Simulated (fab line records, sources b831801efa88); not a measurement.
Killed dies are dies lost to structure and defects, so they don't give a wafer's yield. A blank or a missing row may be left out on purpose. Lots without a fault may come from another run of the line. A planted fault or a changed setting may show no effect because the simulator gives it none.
Tool commonality check | flow sky130 | 11 lots, 33 wafers sampled

WHY IT WAS OPENED
At SKY_PASSIVATION_THK_MEAS_03 the reading PASSIVATION_CVD_02_THK is flagged on 2 of 11 lots. Wafers without a fault read 543 nm, standard deviation 7.9.
Rule: a lot is flagged when every wafer of it that has a number lies more than 4 standard deviations from that mean, or none has a number. The other lots count as sound.

lot  | measured     | on            | PASSIVATION_CVD_02_THK (nm), wafer by wafer | flag
L772 | day 44 23:16 | film_metro-04 | 538 540 543                                 |
L775 | day 46 00:02 | film_metro-04 | 525 538 538                                 |
L776 | day 46 06:57 | film_metro-03 | 537 552 551                                 |
L777 | day 46 13:11 | film_metro-02 | 537 532 537                                 |
L782 | day 47 16:40 | film_metro-04 | 595 591 603                                 | FLAGGED
L783 | day 47 23:27 | film_metro-03 | 586 610 600                                 | FLAGGED
L786 | day 48 12:47 | film_metro-02 | 537 548 548                                 |
L791 | day 49 16:26 | film_metro-03 | 537 542 551                                 |
L790 | day 49 20:04 | film_metro-02 | 550 551 545                                 |
L792 | day 49 21:31 | film_metro-04 | 549 548 538                                 |
L793 | day 49 22:23 | film_metro-02 | 539 551 536                                 |
The numbers of the flagged lots are 598 nm on average: +54 nm against the usual, or +7 standard deviations.

WHICH TOOL RAN EACH LOT
The record holds 3 process steps before the reading, out of a route of 708 steps. In each cell: the tool, then ch and the chambers that the sampled wafers went through, then the start.
lot  | flag    | SKY_METAL4_DESCUM_15              | SKY_VIA4_CMP_21               | SKY_PASSIVATION_CVD_02
L772 |         | rie_metal-02 ch 0,1, day 42 21:06 | cmp-02 ch 0,1,3, day 43 23:22 | pecvd-01 ch 1,2, day 44 23:02
L775 |         | rie_metal-01 ch 0,1, day 43 23:18 | cmp-02 ch 0,1,2, day 45 00:24 | pecvd-02 ch 0,1, day 45 23:49
L776 |         | rie_metal-03 ch 0,1, day 44 07:38 | cmp-02 ch 0,1,3, day 45 07:27 | pecvd-04 ch 0,1, day 46 06:37
L777 |         | rie_metal-02 ch 0,1, day 44 13:41 | cmp-02 ch 1,2,3, day 45 13:56 | pecvd-02 ch 0,1,2, day 46 12:56
L782 | FLAGGED | rie_metal-02 ch 0,1, day 45 19:35 | cmp-02 ch 0,2,3, day 46 19:24 | pecvd-01 ch 0,2, day 47 16:26
L783 | FLAGGED | rie_metal-01 ch 1, day 46 02:32   | cmp-02 ch 0,2, day 47 02:00   | pecvd-01 ch 0,1,2, day 47 23:13
L786 |         | rie_metal-03 ch 0,1, day 46 16:53 | cmp-01 ch 0,2,3, day 47 15:41 | pecvd-04 ch 0,2, day 48 12:33
L791 |         | rie_metal-02 ch 0,1, day 47 22:27 | cmp-02 ch 0,1,3, day 48 20:29 | pecvd-04 ch 0,2, day 49 16:13
L790 |         | rie_metal-03 ch 0,1, day 48 02:07 | cmp-01 ch 0,3, day 49 00:31   | pecvd-04 ch 0,1,2, day 49 19:49
L792 |         | rie_metal-01 ch 0,1, day 48 04:23 | cmp-01 ch 1,2, day 49 01:41   | pecvd-04 ch 0,1,2, day 49 21:23
L793 |         | rie_metal-03 ch 1, day 48 05:14   | cmp-01 ch 1,2, day 49 02:44   | pecvd-04 ch 1,2, day 49 22:09
What these steps do:
- SKY_METAL4_DESCUM_15: chemistry O2, time 8 s.
- SKY_VIA4_CMP_21: polishes, stops on SiO2, t overpolish 25 s, target thk 0 nm.
- SKY_PASSIVATION_CVD_02: deposits Si3N4, target thk 540 nm.
- SKY_PASSIVATION_THK_MEAS_03

FLAGGED OVER TOTAL, TOOL BY TOOL (the gauges that took the reading come last)
step                        | tool          | lots run | flagged | share of the flagged lots | sound lots run after its first flagged lot
SKY_METAL4_DESCUM_15        | rie_metal-01  | 3        | 1       | some                      | 1 (L792)
SKY_METAL4_DESCUM_15        | rie_metal-02  | 4        | 1       | some                      | 1 (L791)
SKY_METAL4_DESCUM_15        | rie_metal-03  | 4        | 0       | none                      | -
SKY_VIA4_CMP_21             | cmp-01        | 4        | 0       | none                      | -
SKY_VIA4_CMP_21             | cmp-02        | 7        | 2       | all                       | 1 (L791)
SKY_PASSIVATION_CVD_02      | pecvd-01      | 3        | 2       | all                       | 0
SKY_PASSIVATION_CVD_02      | pecvd-02      | 2        | 0       | none                      | -
SKY_PASSIVATION_CVD_02      | pecvd-04      | 6        | 0       | none                      | -
SKY_PASSIVATION_THK_MEAS_03 | film_metro-02 | 4        | 0       | none                      | -
SKY_PASSIVATION_THK_MEAS_03 | film_metro-03 | 3        | 1       | some                      | 1 (L791)
SKY_PASSIVATION_THK_MEAS_03 | film_metro-04 | 4        | 1       | some                      | 1 (L792)

WHAT THE TABLE ALLOWS
2 rows of the table ran every flagged lot: cmp-02 at SKY_VIA4_CMP_21, pecvd-01 at SKY_PASSIVATION_CVD_02.
- cmp-02 at SKY_VIA4_CMP_21: 2 of its 7 lots flagged. Sound lots ran on it after the first flagged one (L791), which a lasting fault on the whole tool wouldn't allow.
- pecvd-01 at SKY_PASSIVATION_CVD_02: 2 of its 3 lots flagged. Its last sound lot is L772 (day 44 23:02), its first flagged lot L782 (day 47 16:26): a fault that began between those two fits. Its own readings lie more than 4 standard deviations out on every wafer of the flagged lots: rf_fwd_power_W.
One tool is left: pecvd-01 at SKY_PASSIVATION_CVD_02.

WHAT THE SIMULATOR HAD PUT IN
Process parameter drift: pecvd-01, from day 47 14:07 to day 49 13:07, at SKY_PASSIVATION_CVD_02. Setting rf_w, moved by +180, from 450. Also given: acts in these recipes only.
Lots struck among those shown: L782, L783. The rule above found the same.
